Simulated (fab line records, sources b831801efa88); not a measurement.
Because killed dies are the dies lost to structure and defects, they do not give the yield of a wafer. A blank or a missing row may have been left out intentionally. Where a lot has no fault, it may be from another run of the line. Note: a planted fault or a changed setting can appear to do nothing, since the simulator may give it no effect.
2 desks looking at one fault    flow gf180mcu    what lay behind the numbers comes last; until then each desk has only its own

## AT THE METROLOGY DESK
What the gauges read, lot by lot, whatever tool the lot ran on: means of the sampled wafers that have a number. If a lot's mean is further than 4 standard deviations from the usual mean, the lot is out of limits and carries the mark OUT (the distance appears in the brackets).
Columns: A = DUAL_GATE_OVL at GF_DUAL_GATE_OVL_MEAS_11, usual 0.5 nm; B = POLY_GATE_OXIDATION_THK at GF_POLY_GATE_THK_MEAS_17, usual 4.01 nm; C = cd_nm at GF_HV_LDD_CD_MEAS_19, usual 400.4 nm
lot   first seen here  A     B     C
L812  day 8 10:25      2.0   3.98  401.6
L813  day 8 13:35      1.6   3.99  399.6
L815  day 9 12:43      -0.2  4.24  403.1
L816  day 9 16:28      -1.0  4.01  400.9
L818  day 10 06:25     1.4   4.13  399.2
L819  day 10 10:34     0.1   3.89  401.3
L820  day 10 18:06     -1.3  4.02  399.8
L822  day 11 04:03     1.4   3.92  396.7
L823  day 11 12:37     -0.0  3.94  397.6
L824  day 11 16:19     2.6   4.06  399.5
L826  day 12 08:46     0.5   3.93  400.0
L831  day 13 17:27     -0.2  4.08  398.5
L833  day 14 10:27     -1.0  3.99  398.3
L835  day 14 22:09     0.1   4.10  399.9
This desk's verdict: no lot among the 14 shows anything out of limits.

## TOOL OWNER'S DESK, implanter-04
The tool's own readings at GF_HV_LDD_IMPLANT_21, given as means over the sampled wafers that have a number, one for each lot that went through this tool. If a lot's mean is further than 4 standard deviations from the usual mean, the lot is out of limits and carries the mark OUT (the distance appears in the brackets).
Columns: A = beam_energy_keV at GF_HV_LDD_IMPLANT_21, usual 24.998
lot   first seen here  A
L813  day 10 23:23     24.988
L820  day 13 08:57     25.008
L823  day 14 11:14     24.995
L824  day 14 13:37     23.677 (-99 or more) OUT
L826  day 15 03:17     23.682 (-99 or more) OUT
This desk's finding: out of limits on L824, L826; first on L824, day 14 13:37 (beam_energy_keV at GF_HV_LDD_IMPLANT_21). L813, L820, L823: within limits.

## PUT TOGETHER
The tool owner's desk had the chance to raise an alarm at day 14 13:37 on L824, L826.
From the metrology desk's view, nothing was out of limits.
The metrology desk holds a record of L824, L826, inside its limits.
On implanter-04, each named lot ran GF_HV_LDD_IMPLANT_21.

## WHAT WAS PUT IN BY THE SIMULATOR
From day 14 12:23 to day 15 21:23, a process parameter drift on implanter-04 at GF_HV_LDD_IMPLANT_21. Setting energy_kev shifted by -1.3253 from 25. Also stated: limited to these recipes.
Lots struck among those shown: L824, L826.
Delay in hours, fault start to first out-of-limits reading, by desk: the tool owner's desk at 1.
